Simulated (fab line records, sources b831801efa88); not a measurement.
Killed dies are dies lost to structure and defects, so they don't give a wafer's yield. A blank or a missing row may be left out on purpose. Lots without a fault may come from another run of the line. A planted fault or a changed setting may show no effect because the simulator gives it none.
Tool commonality check | flow gf180mcu | 12 lots, 36 wafers sampled

WHY IT WAS OPENED
At GF_NWELL_TW_MEAS_11 the reading NWELL_TW is flagged on 2 of 12 lots. Wafers without a fault read 1570, standard deviation 18.
Rule: a lot is flagged when every wafer of it that has a number lies more than 4 standard deviations from that mean, or none has a number. The other lots count as sound.

lot  | measured    | on            | NWELL_TW, wafer by wafer | flag
L820 | day 3 18:16 | film_metro-04 | 1548 1548 1551           |
L824 | day 4 17:23 | film_metro-01 | 1594 1584 1585           |
L825 | day 5 02:32 | film_metro-04 | 1549 1541 1545           |
L827 | day 5 10:57 | film_metro-01 | 1585 1587 1581           |
L828 | day 5 14:59 | film_metro-04 | 1553 1553 1554           |
L834 | day 7 01:35 | film_metro-04 | 1824 1825 1825           | FLAGGED
L835 | day 7 03:32 | film_metro-04 | 1829 1820 1828           | FLAGGED
L836 | day 7 12:59 | film_metro-02 | 1578 1578 1587           |
L837 | day 7 20:05 | film_metro-01 | 1587 1593 1576           |
L838 | day 7 21:12 | film_metro-01 | 1580 1588 1590           |
L839 | day 8 03:52 | film_metro-04 | 1548 1540 1548           |
L840 | day 8 08:45 | film_metro-04 | 1550 1541 1554           |
The numbers of the flagged lots are 1825 on average: +255 against the usual, or +14 standard deviations.

WHICH TOOL RAN EACH LOT
The record holds 1 process step before the reading, out of a route of 602 steps. In each cell: the tool, then ch and the chambers that the sampled wafers went through, then the start.
lot  | flag    | GF_DNWELL_COAT_02
L820 |         | litho_track-01 ch 0, day 2 22:11
L824 |         | litho_track-04 ch 0, day 3 20:43
L825 |         | litho_track-03 ch 0, day 4 04:42
L827 |         | litho_track-04 ch 0, day 4 12:22
L828 |         | litho_track-01 ch 0, day 4 16:13
L834 | FLAGGED | litho_track-01, day 6 02:28
L835 | FLAGGED | litho_track-04, day 6 03:35
L836 |         | litho_track-04 ch 0, day 6 10:46
L837 |         | litho_track-04 ch 0, day 6 19:16
L838 |         | litho_track-01 ch 0, day 6 20:43
L839 |         | litho_track-01 ch 0, day 7 02:53
L840 |         | litho_track-04 ch 0, day 7 08:10
What these steps do:
- GF_DNWELL_COAT_02: resist thk 3000 nm.
- GF_NWELL_TW_MEAS_11

FLAGGED OVER TOTAL, TOOL BY TOOL (the gauges that took the reading come last)
step                | tool           | lots run | flagged | share of the flagged lots | sound lots run after its first flagged lot
GF_DNWELL_COAT_02   | litho_track-01 | 5        | 1       | some                      | 2 (L838,L839)
GF_DNWELL_COAT_02   | litho_track-03 | 1        | 0       | none                      | -
GF_DNWELL_COAT_02   | litho_track-04 | 6        | 1       | some                      | 3 (L836,L837,L840)
GF_NWELL_TW_MEAS_11 | film_metro-01  | 4        | 0       | none                      | -
GF_NWELL_TW_MEAS_11 | film_metro-02  | 1        | 0       | none                      | -
GF_NWELL_TW_MEAS_11 | film_metro-04  | 7        | 2       | all                       | 2 (L839,L840)

WHAT THE TABLE ALLOWS
1 row of the table ran every flagged lot: film_metro-04 at GF_NWELL_TW_MEAS_11.
- film_metro-04 at GF_NWELL_TW_MEAS_11: 2 of its 7 lots flagged. Sound lots ran on it after the first flagged one (L839, L840), which a lasting fault on the whole tool wouldn't allow.
No row of the table ran every flagged lot and no sound lot after the first.

WHAT THE SIMULATOR HAD PUT IN
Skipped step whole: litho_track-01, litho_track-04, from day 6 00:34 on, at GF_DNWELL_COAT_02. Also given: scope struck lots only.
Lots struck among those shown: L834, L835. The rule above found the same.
